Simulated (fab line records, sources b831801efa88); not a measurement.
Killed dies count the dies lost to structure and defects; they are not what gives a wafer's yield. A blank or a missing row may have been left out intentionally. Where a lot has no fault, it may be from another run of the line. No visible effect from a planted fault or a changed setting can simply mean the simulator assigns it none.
Which tool was responsible? || flow sky130 || 6 lots, 18 wafers sampled, at 2 steps of a route of 708

## WHAT EACH GAUGE READ, for each wafer
SKY_METAL4_CD_MEAS_13: the cd target is 300 nm.
{"lot": "L351", "measured": "day 44 07:38", "on": "cdSem-01", "cdNm (nm)": "300.8 301.2 301.6"}
{"lot": "L354", "measured": "day 44 18:32", "on": "cdSem-01", "cdNm (nm)": "300.3 301.1 300.4"}
{"lot": "L357", "measured": "day 45 14:41", "on": "cdSem-02", "cdNm (nm)": "299.7 298.7 300.3"}
{"lot": "L359", "measured": "day 46 03:03", "on": "cdSem-01", "cdNm (nm)": "298.5 298.2 298.4"}
{"lot": "L366", "measured": "day 47 12:41", "on": "cdSem-01", "cdNm (nm)": "300.6 299.8 299.6"}
{"lot": "L369", "measured": "day 48 03:29", "on": "cdSem-02", "cdNm (nm)": "299.8 297.4 298.1"}

## WHAT TOOL EACH LOT RAN ON (gives the tool, then ch and the chambers of the sampled wafers, and finally the start)
{"lot": "L351", "SKY_RES_PROTECT_STRIP_07": "plasmaAsher-04 ch 0,1, day 17 17:47"}
{"lot": "L354", "SKY_RES_PROTECT_STRIP_07": "plasmaAsher-02 ch 0,1, day 18 11:32"}
{"lot": "L357", "SKY_RES_PROTECT_STRIP_07": "plasmaAsher-04 ch 0,1, day 19 07:59"}
{"lot": "L359", "SKY_RES_PROTECT_STRIP_07": "plasmaAsher-02 ch 0,1, day 20 04:22"}
{"lot": "L366", "SKY_RES_PROTECT_STRIP_07": "plasmaAsher-03 ch 0,1, day 22 06:26"}
{"lot": "L369", "SKY_RES_PROTECT_STRIP_07": "plasmaAsher-02 ch 0,1, day 22 20:44"}
- SKY_RES_PROTECT_STRIP_07: strips in O2/N2.

## THE ANSWER, worked out from the rows above alone
Rule: usual is defined by the lots themselves. Put in order of their means at a reading, lots are off if they are a third of the lots or fewer, leave a main group of 4 or more, and stand apart from it by a gap of 3 or more times the standard deviation of the main group's means; of several such gaps the widest counts. The tables above print the reading to a certain number of digits; a main group whose means all agree to those digits is not used. A lot without any number at a reading at which 4 lots or more have one is off too. The other lots that the step has rows for count as sound.
Nothing can be told from this: no lot is off at any reading shown.

## WHAT THE SIMULATOR HAD INSERTED
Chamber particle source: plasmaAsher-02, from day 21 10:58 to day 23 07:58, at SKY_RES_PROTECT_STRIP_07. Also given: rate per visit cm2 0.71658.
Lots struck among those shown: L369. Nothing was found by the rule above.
